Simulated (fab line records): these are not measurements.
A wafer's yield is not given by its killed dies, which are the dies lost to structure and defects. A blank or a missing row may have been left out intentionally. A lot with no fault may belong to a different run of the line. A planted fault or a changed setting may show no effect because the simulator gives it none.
Chamber matching :: flow gf180mcu :: GF_V4_CVD_02 on pecvd-03: 3 sister chambers
The step deposits SiO2 from TEOS, target thk 850 nm, time 94.851 s. 3 wafers are shown with their chamber, then 7 later ones without.

## WAFERS, EACH WITH ITS CHAMBER
wafer: L084.4
chamber: 0
heater-power-w (W): 451

wafer: L086.1
chamber: 2
heater-power-w (W): 668

wafer: L086.2
chamber: 1
heater-power-w (W): 646

## WAFERS WITHOUT THEIR CHAMBER
wafer: L086.3
heater-power-w (W): 516

wafer: L093.1
heater-power-w (W): 596

wafer: L093.5
heater-power-w (W): 705

wafer: L093.6
heater-power-w (W): 634

wafer: L094.1
heater-power-w (W): 549

wafer: L094.2
heater-power-w (W): 610

wafer: L094.4
heater-power-w (W): 647

## THE CHAMBER EACH PASSED THROUGH
wafer: L086.3
from the rows above: can't be placed: 0 or 1 or 2
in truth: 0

wafer: L093.1
from the rows above: can't be placed: 1 or 2 or 0
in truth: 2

wafer: L093.5
from the rows above: can't be placed: 2 or 1
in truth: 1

wafer: L093.6
from the rows above: can't be placed: 1 or 2
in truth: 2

wafer: L094.1
from the rows above: can't be placed: 1 or 0 or 2
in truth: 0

wafer: L094.2
from the rows above: can't be placed: 1 or 2
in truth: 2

wafer: L094.4
from the rows above: can't be placed: 1 or 2
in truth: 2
Correct placement for 0 of the 7. From these rows, 7 cannot be placed; in 7 the true chamber is one of the candidates. 0 placed wrongly.
How it was worked out, from the rows above alone: a wafer's distance from a chamber is the root of the sum, over the readings, of the square of ((its reading less the chamber's mean) divided by the reading's scatter). If the next closest chamber is less than 2 further off than the closest, the wafer can't be placed; otherwise it belongs to the closest. For every chamber, the mean is computed from those of its wafers that are shown. The scatter (one wafer shown for each chamber): square how far every hidden wafer sits from the nearest shown wafer, average those squares and take the square root.
